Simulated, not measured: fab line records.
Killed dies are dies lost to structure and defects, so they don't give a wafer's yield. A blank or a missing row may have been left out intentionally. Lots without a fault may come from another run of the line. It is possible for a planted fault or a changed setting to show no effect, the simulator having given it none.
Which tool was responsible? | flow gf180mcu | Sampling: 12 lots, 36 wafers, 5 of 602 route steps

## WHAT THE GAUGES SHOWED, per wafer
GF_V5_BOW_MEAS_05. Usual: V5_BOW gives 134 um (standard deviation 9.8).
lot  | measured     | on           | V5_BOW (um) | flag
L274 | day 25 14:44 | filmMetro-03 | 155 145 153 | 
L275 | day 25 17:25 | filmMetro-03 | 145 123 147 | 
L276 | day 26 12:31 | filmMetro-04 | 122 127 128 | 
L277 | day 26 13:32 | filmMetro-04 | 136 160 151 | 
L280 | day 29 09:42 | filmMetro-03 | 128 128 121 | 
L281 | day 29 12:37 | filmMetro-01 | 138 151 150 | 
L284 | day 29 14:16 | filmMetro-01 | 114 133 129 | 
L283 | day 29 16:12 | filmMetro-01 | 138 132 129 | 
L286 | day 29 19:44 | filmMetro-03 | 134 130 139 | 
L287 | day 30 06:56 | filmMetro-01 | 124 129 125 | 
L288 | day 30 23:53 | filmMetro-03 | 128 122 123 | 
L293 | day 32 11:32 | filmMetro-01 | 139 140 126 | 

GF_PASSIVATION_THK_MEAS_01. Usual: PASSIVATION_CVD_00_THK gives 999 nm (standard deviation 13).
lot  | measured     | on           | PASSIVATION_CVD_00_THK (nm) | flag
L274 | day 27 10:34 | filmMetro-02 | 995 969 985                 | 
L275 | day 27 11:47 | filmMetro-03 | 993 986 992                 | 
L276 | day 28 06:15 | filmMetro-03 | 1005 1002 1007              | 
L277 | day 28 07:47 | filmMetro-03 | 981 1007 990                | 
L280 | day 31 00:56 | filmMetro-02 | 989 1015 1011               | 
L281 | day 31 03:51 | filmMetro-02 | 977 998 994                 | 
L284 | day 31 05:03 | filmMetro-02 | 990 990 1006                | 
L283 | day 31 07:28 | filmMetro-02 | 991 1000 1011               | 
L286 | day 31 10:03 | filmMetro-04 | 991 1018 1000               | 
L287 | day 31 20:50 | filmMetro-02 | 989 983 996                 | 
L288 | day 32 13:07 | filmMetro-04 | 995 1029 1014               | 
L293 | day 33 21:52 | filmMetro-04 | 1122 1006 1137              | OFF

## WHAT TOOL EACH LOT RAN ON (gives the tool, then ch and the chambers of the sampled wafers, and finally the start)
lot  | GF_V5_CVD_02                    | GF_TOP_METAL_SPUTTER_04     | GF_PASSIVATION_CVD_00
L274 | pecvd-03 ch 0,1,2, day 25 14:16 | pvdSputter-01, day 26 13:23 | pecvd-04 ch 0,1,2, day 27 10:29
L275 | pecvd-04 ch 0,1,2, day 25 16:57 | pvdSputter-02, day 26 15:03 | pecvd-04 ch 0,1,2, day 27 11:42
L276 | pecvd-02 ch 0,2, day 26 12:01   | pvdSputter-03, day 27 10:06 | pecvd-01 ch 0,1, day 28 06:10
L277 | pecvd-03 ch 0,1,2, day 26 12:52 | pvdSputter-02, day 27 11:17 | pecvd-01 ch 1,2, day 28 07:42
L280 | pecvd-02 ch 0,1, day 29 09:13   | pvdSputter-03, day 30 05:50 | pecvd-01 ch 0,1, day 31 00:48
L281 | pecvd-03 ch 0,1,2, day 29 12:07 | pvdSputter-02, day 30 09:09 | pecvd-02 ch 0,2, day 31 03:46
L284 | pecvd-03 ch 0,1,2, day 29 13:47 | pvdSputter-02, day 30 10:23 | pecvd-01 ch 1,2, day 31 04:58
L283 | pecvd-03 ch 0,1,2, day 29 15:44 | pvdSputter-02, day 30 12:53 | pecvd-04 ch 0,1, day 31 07:23
L286 | pecvd-04 ch 0,1, day 29 19:14   | pvdSputter-02, day 30 15:41 | pecvd-02 ch 1,2, day 31 09:58
L287 | pecvd-02 ch 1,2, day 30 06:28   | pvdSputter-01, day 31 01:47 | pecvd-01 ch 0,1, day 31 20:46
L288 | pecvd-03 ch 0,1,2, day 30 23:25 | pvdSputter-03, day 31 18:59 | pecvd-02 ch 0,2, day 32 13:00
L293 | pecvd-04 ch 0,1,2, day 32 11:03 | pvdSputter-01, day 33 05:31 | pecvd-01 ch 0,1,2, day 33 21:47
- GF_V5_CVD_02: deposits SiO2 from TEOS, target thk 1450 nm, time 163.28 s.
- GF_TOP_METAL_SPUTTER_04: material TiN, target thk 25 nm, time 20.8 s.
- GF_PASSIVATION_CVD_00: deposits SiO2 from TEOS, target thk 1000 nm, time 111.95 s.

## AS READ BY THE TOOLS THEMSELVES (means over the sampled wafers that have a number; for cases with no such wafer, the mark the record gives instead)
GF_V5_CVD_02. Usual: heaterPowerW 687 W, standard deviation 95; runLengthS 191.2 s, standard deviation 0.53.
lot  | tool     | heaterPowerW (W) | runLengthS (s) | flag
L274 | pecvd-03 | 724              | 190.9          | 
L275 | pecvd-04 | 716              | 191.7          | 
L276 | pecvd-02 | 662              | 191.4          | 
L277 | pecvd-03 | 711              | 191.0          | 
L280 | pecvd-02 | 755              | 191.4          | 
L281 | pecvd-03 | 694              | 191.2          | 
L284 | pecvd-03 | 699              | 190.7          | 
L283 | pecvd-03 | 692              | 190.9          | 
L286 | pecvd-04 | 747              | 191.6          | 
L287 | pecvd-02 | 720              | 191.5          | 
L288 | pecvd-03 | 662              | 190.8          | 
L293 | pecvd-04 | 729              | 191.7          | 

GF_TOP_METAL_SPUTTER_04. Usual: 29.9 % for throttleValvePct, sd 0.74.
lot  | tool          | throttleValvePct (%) | flag
L274 | pvdSputter-01 | 29.4                 | 
L275 | pvdSputter-02 | 29.8                 | 
L276 | pvdSputter-03 | 29.9                 | 
L277 | pvdSputter-02 | 29.8                 | 
L280 | pvdSputter-03 | 30.2                 | 
L281 | pvdSputter-02 | 29.7                 | 
L284 | pvdSputter-02 | 29.9                 | 
L283 | pvdSputter-02 | 30.1                 | 
L286 | pvdSputter-02 | 30.0                 | 
L287 | pvdSputter-01 | 29.8                 | 
L288 | pvdSputter-03 | 29.8                 | 
L293 | pvdSputter-01 | 29.0                 | 

GF_PASSIVATION_CVD_00. Usual: heaterPowerW 663 W, standard deviation 110; runLengthS 140.1 s, standard deviation 0.36.
lot  | tool     | heaterPowerW (W) | runLengthS (s) | flag
L274 | pecvd-04 | 700              | 140.5          | 
L275 | pecvd-04 | 711              | 140.0          | 
L276 | pecvd-01 | 583              | 139.9          | 
L277 | pecvd-01 | 740              | 140.0          | 
L280 | pecvd-01 | 586              | 140.3          | 
L281 | pecvd-02 | 668              | 139.9          | 
L284 | pecvd-01 | 602              | 140.1          | 
L283 | pecvd-04 | 810              | 140.1          | 
L286 | pecvd-02 | 600              | 139.8          | 
L287 | pecvd-01 | 551              | 140.1          | 
L288 | pecvd-02 | 725              | 139.9          | 
L293 | pecvd-01 | 655              | 149.8          | OFF

## THE ANSWER, worked out from the rows above alone
Rule: a lot is off if the mean of its wafers that have a number lies more than 3 standard deviations from the usual mean. A lot without any number at a reading at which 4 lots or more have one is off too. All remaining lots with rows at the step are treated as sound. First the gauges in route order, then the tools' own readings, where a lot's mean is used as printed above. At the first step where some lot is off, the reading lying furthest off is the one used; lots without a number count as furthest.
Off: L293, at GF_PASSIVATION_THK_MEAS_01 (PASSIVATION_CVD_00_THK).
If a tool, at a process step before that reading, ran all the lots that are off and no sound lot after the first of them, it fits. The gauges at GF_PASSIVATION_THK_MEAS_01 aren't tried: what is off there is off at GF_PASSIVATION_CVD_00 too, on other tools, and a gauge's error can't cause that. Can't be told from this: 3 tools fit, pecvd-04 at GF_V5_CVD_02, pvdSputter-01 at GF_TOP_METAL_SPUTTER_04, pecvd-01 at GF_PASSIVATION_CVD_00.

## WHAT HAD BEEN PUT IN BY THE SIMULATOR
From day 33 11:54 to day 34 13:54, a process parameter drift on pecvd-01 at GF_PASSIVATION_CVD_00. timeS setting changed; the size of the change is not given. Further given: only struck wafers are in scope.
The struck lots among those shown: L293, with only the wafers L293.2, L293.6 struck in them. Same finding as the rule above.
